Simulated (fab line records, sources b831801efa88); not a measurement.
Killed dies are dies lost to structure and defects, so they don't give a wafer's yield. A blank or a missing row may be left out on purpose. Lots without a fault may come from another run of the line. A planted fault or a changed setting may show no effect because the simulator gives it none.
fab line records | flow sky130
record lots=14 wafers=42 last_day=50
route steps=708 shown PASSIVATION@681 PAD_OPEN@708
lots that met no fault: from a run of the same line without faults
start_h: hours from the record's first day to the start of the lot's first wafer shown | wait_h: hours since the lot's step before | " the same as in the row above | L1.1+2: a row that stands for several wafers | - no value, or no start given | * or withheld: withheld | < > ~ a bound
route shown NAME@n: a module of which the file shows steps, and the number in the route of the first | usual: mean/standard deviation of fault-free wafers | same: alike in all rows | chamber/n: place in a boat | sites: the reading at each site | _std_site: their standard deviation | _edge_site: outer sites' mean less inner sites' | radius_mm: how far each site lies from the wafer's centre | mask NAME#n: copy n | behind: the tool/chamber that last shaped the wafer | hold: why the lot was held/for how many hours/how that ended | device: the transistor (n, p or np) that didn't switch | end of line: the same wafers' tests at the end of the route | a step without rows: its recipe alone | killed: dies lost to structure and defects at the first sort, not the wafer's yield | map: a wafer's dies, x killed, . not, _ none there
set.NAME: the setting as run; set.NAME@STEP: as run at that earlier step | model.NAME: the simulator's own value behind a step, which no gauge read
steps of the route over a sample of lots; a table a step, a row a wafer
services: from which hour (start_h, from the record's first day; less than 0 if before it) a tool's chamber was out of use, for how many hours, and why
## steps
# step SKY_PASSIVATION_CVD_00
# recipe material=SiO2 target_thk_nm=90 temp_c=400 time_s=withheld rf_w=600
# usual heater_power_w=670/120 susceptor_temp_C=399.99/0.21
# columns lot.wafer tool chamber start_h wait_h heater_power_w susceptor_temp_C
L117.2 pecvd-04 0 1042.65 0.0 653 400.00
L117.3 " 1 " " 513 399.59
L117.6 " 1 " " 497 399.96
L118.3 pecvd-01 1 1051.97 0.0 545 400.27
L118.5 " 1 " " 540 400.10
L118.6 " 0 " " 539 400.26
L119.1 pecvd-04 1 1053.79 0.0 501 400.12
L119.2 " 2 " " 787 399.97
L119.4 " 2 " " 808 400.01
L120.2 pecvd-02 1 1057.87 0.0 533 400.15
L120.5 " 2 " " 1145 399.69
L120.6 " 1 " " 575 400.03
L124.2 pecvd-04 2 1084.61 0.0 716 399.81
L124.3 " 1 " " 538 399.92
L124.4 " 0 " " 691 400.13
L125.1 pecvd-04 2 1086.48 0.0 710 399.86
L125.4 " 2 " " 739 399.99
L125.5 " 1 " " 580 400.13
L131.1 pecvd-01 2 1118.22 0.0 832 400.08
L131.3 " 0 " " 686 399.82
L131.4 " 1 " " 634 400.49
L133.1 pecvd-01 1 1131.99 0.0 571 400.01
L133.2 " 0 " " 572 400.09
L133.3 " 2 " " 784 399.76
L135.3 pecvd-01 1 1137.97 0.0 626 400.04
L135.5 " 1 " " 643 400.06
L135.6 " 2 " " 752 400.02
L136.4 pecvd-01 1 1147.37 0.0 531 400.36
L136.5 " 0 " " 650 399.99
L136.6 " 2 " " 702 400.05
L137.3 pecvd-01 0 1150.03 0.0 684 400.33
L137.4 " 2 " " 752 400.41
L137.6 " 0 " " 667 400.31
L138.2 pecvd-04 1 1154.27 0.0 521 399.70
L138.4 " 2 " " 643 400.07
L138.6 " 1 " " 531 399.86
L139.1 pecvd-02 2 1156.22 0.0 1152 400.13
L139.2 " 1 " " 660 399.87
L139.4 " 1 " " 672 399.74
L140.2 pecvd-04 1 1165.22 0.0 529 399.79
L140.3 " 0 " " 757 400.06
L140.4 " 0 " " 755 399.98
# step SKY_PAD_OPEN_PROBE_99
# usual defect_limited_yield=82.5/1.9 killed_at_M0_to_M3=43/6.8 killed_at_M4_up=3.0/1.6 killed_at_contacts=25/6 killed_at_front_end=15/4.4 killed_at_other=0.3/0.52 killed_dies=86/9.6 killed_open=47/6.7 killed_short=39/6.8 sort_bin_3_pad_short=0.9/0.43 sort_bin_5_function=10.3/1.5 sort_bin_6_memory=6.3/1.1 sort_n_pass=406/9.6 sort_yield_pct=82.5/1.9
# same gross_dies=492 killed_at_back_side=0 sort_bin_4_leakage[%]=0 sort_bin_8_speed[%]=0
# columns lot.wafer tool chamber start_h wait_h defect_limited_yield[%] killed_at_M0_to_M3 killed_at_M4_up killed_at_contacts killed_at_front_end killed_at_other killed_dies killed_open killed_short sort_bin_3_pad_short[%] sort_bin_5_function[%] sort_bin_6_memory[%] sort_n_pass sort_yield_pct[%]
L124.2 prober-01 - 1127.79 0.1 86.4 39 2 17 9 0 67 42 25 0.2 7.5 5.9 425 86.4
L124.3 prober-01 - 1127.84 0.2 70.5 39 3 24 13 66 145 50 29 6.3 15.7 7.5 347 70.5
L124.4 prober-01 - 1127.89 0.2 83.7 29 2 31 18 0 80 39 40 0.2 9.1 6.9 412 83.7
L125.1 prober-02 - 1128.31 0.1 84.1 36 7 27 8 0 78 48 30 1.2 8.9 5.7 414 84.1
L125.4 prober-02 - 1128.46 0.2 82.7 49 4 21 11 0 85 36 48 1.0 10.4 5.9 407 82.7
L125.5 prober-02 - 1128.51 0.2 70.3 51 1 20 12 62 146 50 34 4.9 19.3 5.5 346 70.3
L133.1 prober-02 - 1170.53 0.1 82.9 45 1 29 9 0 84 47 37 0.8 10.0 6.3 408 82.9
L133.2 prober-02 - 1170.58 0.1 85.2 33 5 23 12 0 73 35 38 0.6 8.7 5.5 419 85.2
L133.3 prober-02 - 1170.63 0.2 82.7 43 5 30 7 0 85 46 39 0.6 10.4 6.3 407 82.7
# killed by level:class
L124.2 VIA1:geometric_particle:open=9 VIA3:geometric_particle:open=8 LI_CONTACT:geometric_particle:open=7 VIA2:geometric_particle:open=7 CONTACT:geometric_particle:short=5 METAL1:geometric_particle:short=5 CONTACT:geometric_particle:open=4 METAL2:geometric_particle:short=3
L124.3 PASSIVATION:unspecified=66 VIA2:geometric_particle:open=12 CONTACT:geometric_particle:open=10 VIA1:geometric_particle:open=9 METAL2:geometric_particle:short=8 FIELD_ISO:geometric_particle:open=6 LI_CONTACT:geometric_particle:open=5 LI_CONTACT:geometric_particle:short=4
L124.4 CONTACT:geometric_particle:open=12 POLY_GATE:geometric_particle:short=6 LI_CONTACT:geometric_particle:open=6 METAL1:geometric_particle:short=6 LOCAL_INTERCONNECT:geometric_particle:short=5 CONTACT:geometric_particle:short=5 VIA3:geometric_particle:open=5 POLY_GATE:geometric_particle:open=4
L125.1 LI_CONTACT:geometric_particle:open=9 CONTACT:geometric_particle:open=9 VIA1:geometric_particle:open=8 METAL4:geometric_particle:short=6 POLY_GATE:geometric_particle:open=5 LOCAL_INTERCONNECT:geometric_particle:short=5 VIA3:geometric_particle:open=5 METAL2:geometric_particle:open=4
L125.4 VIA1:geometric_particle:open=9 VIA3:geometric_particle:open=7 VIA2:geometric_particle:short=7 LOCAL_INTERCONNECT:geometric_particle:short=7 VIA1:geometric_particle:short=6 CONTACT:geometric_particle:open=6 FIELD_ISO:geometric_particle:short=5 VIA2:geometric_particle:open=5
L125.5 PASSIVATION:unspecified=62 VIA1:geometric_particle:open=12 VIA1:geometric_particle:short=10 METAL2:geometric_particle:short=9 LI_CONTACT:geometric_particle:open=8 VIA3:geometric_particle:open=7 CONTACT:geometric_particle:open=7 VIA2:geometric_particle:open=7
L133.1 VIA3:geometric_particle:open=11 CONTACT:geometric_particle:open=8 VIA2:geometric_particle:open=8 LI_CONTACT:geometric_particle:open=7 VIA1:geometric_particle:open=7 METAL2:geometric_particle:short=6 LOCAL_INTERCONNECT:geometric_particle:short=5 CONTACT:geometric_particle:short=5
L133.2 CONTACT:geometric_particle:open=8 VIA1:geometric_particle:open=8 CONTACT:geometric_particle:short=6 METAL2:geometric_particle:short=6 VIA2:geometric_particle:open=6 METAL4:geometric_particle:short=5 FIELD_ISO:geometric_particle:short=4 FIELD_ISO:geometric_particle:open=4
L133.3 LI_CONTACT:geometric_particle:open=12 VIA1:geometric_particle:open=10 CONTACT:geometric_particle:open=7 METAL1:geometric_particle:short=7 VIA2:geometric_particle:open=6 CONTACT:geometric_particle:short=5 VIA3:geometric_particle:open=4 METAL4:geometric_particle:short=4
## services
# columns tool chamber start_h hours kind
pecvd-02 2 1036.32 2.1 scheduled_down
pecvd-02 0 1066.80 5.5 scheduled_down
pecvd-02 - 1091.52 0.8 repair
pecvd-02 1 1114.36 5.5 scheduled_down
pecvd-02 1 1133.90 5.8 repair
pecvd-01 1 1148.61 5.5 scheduled_down
## key
first_sign step=SKY_PAD_OPEN_PROBE_99 reading=killed_at_other direction=up sigmas=64 usual=0.3 struck=64
effect step=SKY_PAD_OPEN_PROBE_99 reading=sort_bin_3_pad_short direction=up sigmas=11 usual=0.9 struck=5.6
met_at SKY_PASSIVATION_CVD_00
struck_lots L124,L125
struck_wafers L124.3,L125.5
onset_between 1053.79 1084.61
fault kind=chamber_particle_source tool=pecvd-04 chamber=1 onset_h=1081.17 steps=SKY_PASSIVATION_CVD_00 rate_per_visit_cm2=1.8257 end_h=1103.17
